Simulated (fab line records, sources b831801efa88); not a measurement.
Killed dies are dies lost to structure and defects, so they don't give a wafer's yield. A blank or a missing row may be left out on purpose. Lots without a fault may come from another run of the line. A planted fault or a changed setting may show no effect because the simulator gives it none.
Chamber matching | flow gf180mcu | GF_V4_CMP_26 on cmp-01: 4 sister chambers
The step polishes, stops on SiO2, t overpolish 15 s, target thk 0 nm. 14 wafers are shown with their chamber, then 7 later ones without.

WAFERS WITH THEIR CHAMBER
wafer  | chamber | motor_current_A (A) | overpolish_run_s (s) | time_to_endpoint_s (s)
L358.1 | 1       | 11.2                | 15.010               | 93
L358.3 | 0       | 12.0                | 14.997               | 88
L358.6 | 0       | 11.5                | 15.008               | 87
L360.1 | 3       | 10.6                | 15.000               | 87
L360.2 | 0       | 11.7                | 15.003               | 81
L360.6 | 2       | 10.4                | 14.999               | 85
L363.2 | 0       | 11.4                | 15.004               | 81
L363.3 | 2       | 11.1                | 15.000               | 84
L363.6 | 2       | 10.3                | 15.009               | 87
L364.1 | 2       | 10.7                | 15.003               | 90
L364.5 | 0       | 11.9                | 15.004               | 88
L364.6 | 3       | 10.7                | 14.985               | 88
L367.1 | 3       | 10.6                | 14.995               | 83
L367.2 | 1       | 11.0                | 15.010               | 92

SIGNATURES (means of the wafers above)
reading            | chamber 0 | chamber 1 | chamber 2 | chamber 3 | scatter within a chamber
motor_current_A    | 11.700    | 11.100    | 10.625    | 10.633    | 0.26
overpolish_run_s   | 15.00320  | 15.01000  | 15.00275  | 14.99333  | 0.0049
time_to_endpoint_s | 85.00     | 92.50     | 86.50     | 86.00     | 2.99
Rule: a wafer's distance from a chamber is the root of the sum, over the readings, of the square of ((its reading less the chamber's mean) divided by the reading's scatter). The wafer belongs to the nearest chamber; if the next one is less than 2 further off, it can't be placed. The scatter: the root of (the sum of the squares of (reading less its chamber's mean) over the shown wafers, divided by (wafers less chambers)).

WAFERS WITHOUT THEIR CHAMBER
wafer  | motor_current_A (A) | overpolish_run_s (s) | time_to_endpoint_s (s)
L367.4 | 10.2                | 14.994               | 85
L373.2 | 11.2                | 14.995               | 89
L373.3 | 11.7                | 14.993               | 85
L373.5 | 11.4                | 14.978               | 86
L375.1 | 10.2                | 14.980               | 84
L375.2 | 11.7                | 14.993               | 88
L375.4 | 9.8                 | 15.002               | 88

WHICH CHAMBER EACH WENT THROUGH
wafer  | from the rows above               | in truth
L367.4 | can't be placed: 3 or 2           | 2
L373.2 | can't be placed: 3 or 2 or 0 or 1 | 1
L373.3 | 0                                 | 0
L373.5 | can't be placed: 3 or 0 or 2      | 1
L375.1 | can't be placed: 3 or 2           | 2
L375.2 | can't be placed: 0 or 3           | 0
L375.4 | can't be placed: 2 or 3           | 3
Placed correctly: 1 of 7. Can't be placed from these rows: 6 (the true chamber is among the candidates in 5). Placed wrongly: 0.
